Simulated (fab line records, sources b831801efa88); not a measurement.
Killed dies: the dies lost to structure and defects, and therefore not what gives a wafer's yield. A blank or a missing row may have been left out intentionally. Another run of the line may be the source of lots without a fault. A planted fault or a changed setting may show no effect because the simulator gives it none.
fab line records | flow sky130
[record] lots = 5 wafers = 23
route steps=708 shown VIA4@656 METAL5@662 PASSIVATION@688
startH: start of the lot's first displayed wafer, in hours after the record's first day | waitH: hours elapsed since this lot's preceding step | " repeats the value in the row above | L1.1+2: a single row standing in for several wafers | - no value, or no start was given | * or withheld: withheld | < > ~ a bound
route shown NAME@n: a module of which the file shows steps, and the number in the route of the first | usual: mean/standard deviation taken from wafers without a fault | same: alike in all rows | chamber/n: place in a boat | sites: each site's reading | _std_site: standard deviation of those values | _edge_site: inner sites' mean taken away from outer sites' mean | radiusMm: for every site, how far away it sits from the centre of the wafer | mask NAME#n: copy n | behind: the tool/chamber that last shaped the wafer | hold: why the lot was held/for how many hours/how that ended | device: the n, p or np transistor that did not switch | end of line: the route-end tests of the same wafers | a step given without rows: its recipe and nothing more | killed: dies that structure and defects cost at the first sort, which is not the same as the wafer's yield | map: per-die view of a wafer (x killed, . not killed, _ where there is no die)
set.NAME: the setting that was run; set.NAME@STEP: the one run at that earlier step | model.NAME: the simulator's own value behind a step, which no gauge read
one table per step and one row per wafer, for lots whose settings were changed on purpose
[[steps]]
[step SKY_VIA4_SPUTTER_17]
[recipe] material = TiN targetThkNm = 20 chamberPressurePa = 5 powerW = 4000 timeS = 80
// columns lot.wafer tool chamber startH waitH set.chamberPressurePa model.TiN_of_VIA4_SPUTTER_17.thkNm
L079.1+3 pvdSputter-01 - 1071.18 0.0 5 20.24
L079.2 " - " " 5 20.29
L079.4 " - " " 5 20.25
L079.6 " - " " 5 20.08
L077.1 pvdSputter-02 - 1072.19 0.0 5 19.97
L077.2 " - " " 5 19.96
L077.3 " - " " 5 20.28
L077.5 " - " " 5 20.15
L077.6 " - " " 5 19.8
L080.1+4 pvdSputter-03 - 1078.46 0.0 4.491 22.13
L080.2 " - " " 4.491 22.12
L080.5 " - " " 4.491 22.1
L080.6 " - " " 4.491 22.14
L084.1 pvdSputter-01 - 1129.94 0.0 5 20.1
L084.3 " - " " 5 20.06
L084.4 " - " " 5 20.19
L084.5 " - " " 5 20.26
L084.6 " - " " 5 20.17
L085.3 pvdSputter-02 - 1130.46 0.0 5 20.04
L085.4 " - " " 5 19.75
L085.5 " - " " 5 19.93
[step SKY_METAL5_SPUTTER_01]
[recipe] material = TiN targetThkNm = 20 powerW = 6500 timeS = 16.7 chamberPressurePa = 0.4
// columns lot.wafer tool chamber startH waitH set.powerW model.TiN_of_METAL5_SPUTTER_01.thkNm
L079.1 pvdSputter-03 - 1072.05 0.0 7218 22.32
L079.2 " - " " 6500 19.88
L079.3 " - " " 6500 20.14
L079.4 " - " " 7218 22.34
L079.6 " - " " 7218 21.95
L077.1 pvdSputter-03 - 1073.06 0.0 7116 22.02
L077.2 " - " " 6500 20.08
L077.3 " - " " 7116 21.98
L077.5 " - " " 6500 19.96
L077.6 " - " " 6500 20.23
L080.1 pvdSputter-04 - 1079.69 0.0 6500 20.17
L080.2 " - " " 7175 22.09
L080.4 " - " " 7175 21.93
L080.5 " - " " 7175 22.08
L080.6 " - " " 6500 20.21
L084.1 pvdSputter-03 - 1130.66 0.0 6500 19.76
L084.3 " - " " 6500 19.62
L084.4 " - " " 6500 19.77
L084.5 " - " " 6500 19.75
L084.6 " - " " 6500 19.73
L085.3 pvdSputter-03 - 1131.32 0.0 6500 20.3
L085.4 " - " " 6500 20.25
L085.5 " - " " 6500 20.05
[step SKY_METAL5_EXPOSE_11]
[recipe] maskId = MM5 na = 0.6 sourceShape = conventional sigmaOuter = 0.6 polarization = unpolarized targetCdNm = 1600 doseMj = 190
// columns lot.wafer tool chamber startH waitH mask set.doseMj
L079.1+2+3+4+6 ilineStepper-02 0 - - MM5#0 190
L077.1+3+5 ilineStepper-01 0 - - MM5#0 178.3
L077.2+6 " 0 " " MM5#0 190
L080.1+2+6 ilineStepper-02 0 - - MM5#0 180.3
L080.4+5 " 0 " " MM5#0 190
L084.1+3+5 ilineStepper-02 0 - - MM5#0 190
L084.4+6 " 0 " " MM5#0 184.1
L085.3+4+5 ilineStepper-02 0 - - MM5#0 190
[step SKY_METAL5_PEB_12]
[recipe] tempC = withheld timeS = * resist = NOVOLAK
[step SKY_METAL5_DEVELOP_13]
[recipe] resist = NOVOLAK developer = TMAH developTimeS = 60 devTempC = 23
[step SKY_METAL5_DESCUM_14]
[recipe] chemistry = O2 sourcePowerW = 150 biasPowerW = 0 pressureMtorr = 10 tempC = 40 timeS = 11
// columns lot.wafer tool chamber startH waitH set.doseMj@METAL5_EXPOSE_11 model.METAL5.cdNm
L079.1 rieMetal-03 1 1092.53 0.1 190 1600
L079.2+3 " 0 " " 190 1601
L079.4 " 1 " " 190 1599
L079.6 " 1 " " 190 1602
L077.1 rieMetal-03 1 1093.23 0.1 178.3 1620
L077.2 " 0 " " 190 1602
L077.3 " 0 " " 178.3 -
L077.5 " 0 " " 178.3 1618
L077.6 " 1 " " 190 1598
L080.1+6 rieMetal-01 0 1100.54 0.1 180.3 1615
L080.2 " 1 " " 180.3 1617
L080.4 " 0 " " 190 1600
L080.5 " 1 " " 190 1601
L084.1 rieMetal-03 0 1149.68 0.1 190 1599
L084.3+5 " 1,0 " " 190 1600
L084.4 " 0 " " 184.1 1611
L084.6 " 1 " " 184.1 1609
L085.3 rieMetal-02 1 1149.99 0.1 190 1600
L085.4+5 " 0 " " 190 1601
[step SKY_PASSIVATION_SOFTBAKE_07]
[recipe] tempC = 110 timeS = withheld
// columns lot.wafer tool chamber startH waitH set.tempC
L079.1+2+3+4+6 lithoTrack-01 0 1103.43 0.1 110
L077.1+5+6 lithoTrack-03 0 1104.44 0.1 110
L077.2+3 " 0 " " 107.8
L080.1+2+4 lithoTrack-03 0 1112.94 0.1 113.7
L080.5+6 " 0 " " 110
L084.1+5+6 lithoTrack-03 0 1160.49 0.1 111.2
L084.3+4 " 0 " " 110
L085.3+4+5 lithoTrack-01 0 1160.69 0.1 110
[step SKY_PASSIVATION_EXPOSE_08]
[recipe] maskId = NSM targetCdNm = 3000 na = 0.57 doseMj = 260
[step SKY_PASSIVATION_PEB_09]
[recipe] tempC = 115 timeS = withheld
[step SKY_PASSIVATION_DEVELOP_10]
[recipe] developTimeS = 60 devTempC = 23
// columns lot.wafer tool chamber startH waitH set.tempC@PASSIVATION_SOFTBAKE_07 model.coat_of_PASSIVATION_COAT_06.thkNm
L079.1 lithoTrack-03 0 - - 110 3009
L079.2 " 0 " " 110 3015
L079.3+6 " 0 " " 110 3010
L079.4 " 0 " " 110 3017
L077.1 lithoTrack-04 0 - - 110 3003
L077.2 " 0 " " 107.8 3031
L077.3 " 0 " " 107.8 3027
L077.5 " 0 " " 110 3008
L077.6 " 0 " " 110 3007
L080.1 lithoTrack-04 0 - - 113.7 2980
L080.2 " 0 " " 113.7 2982
L080.4 " 0 " " 113.7 2992
L080.5 " 0 " " 110 3002
L080.6 " 0 " " 110 3009
L084.1 lithoTrack-01 0 - - 111.2 2985
L084.3 " 0 " " 110 2997
L084.4 " 0 " " 110 3001
L084.5 " 0 " " 111.2 2984
L084.6 " 0 " " 111.2 2987
L085.3 lithoTrack-03 0 - - 110 3005
L085.4 " 0 " " 110 3004
L085.5 " 0 " " 110 3012
[[key]]
[split] step = SKY_VIA4_SPUTTER_17 setting = chamberPressurePa stated = 5 by = lot
[response] step = SKY_VIA4_SPUTTER_17 reading = model.TiN_of_VIA4_SPUTTER_17.thkNm change = -0.199 per = 1% r = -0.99
[split] step = SKY_METAL5_SPUTTER_01 setting = powerW stated = 6500 by = wafer
[response] step = SKY_METAL5_SPUTTER_01 reading = model.TiN_of_METAL5_SPUTTER_01.thkNm change = +0.192 per = 1% r = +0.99
[split] step = SKY_METAL5_EXPOSE_11 setting = doseMj stated = 190 by = wafer
[response] step = SKY_METAL5_DESCUM_14 reading = model.METAL5.cdNm change = -3.09 per = 1% r = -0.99
[split] step = SKY_PASSIVATION_SOFTBAKE_07 setting = tempC stated = 110 by = wafer
[response] step = SKY_PASSIVATION_DEVELOP_10 reading = model.coat_of_PASSIVATION_COAT_06.thkNm change = -7.84 per = 1% r = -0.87
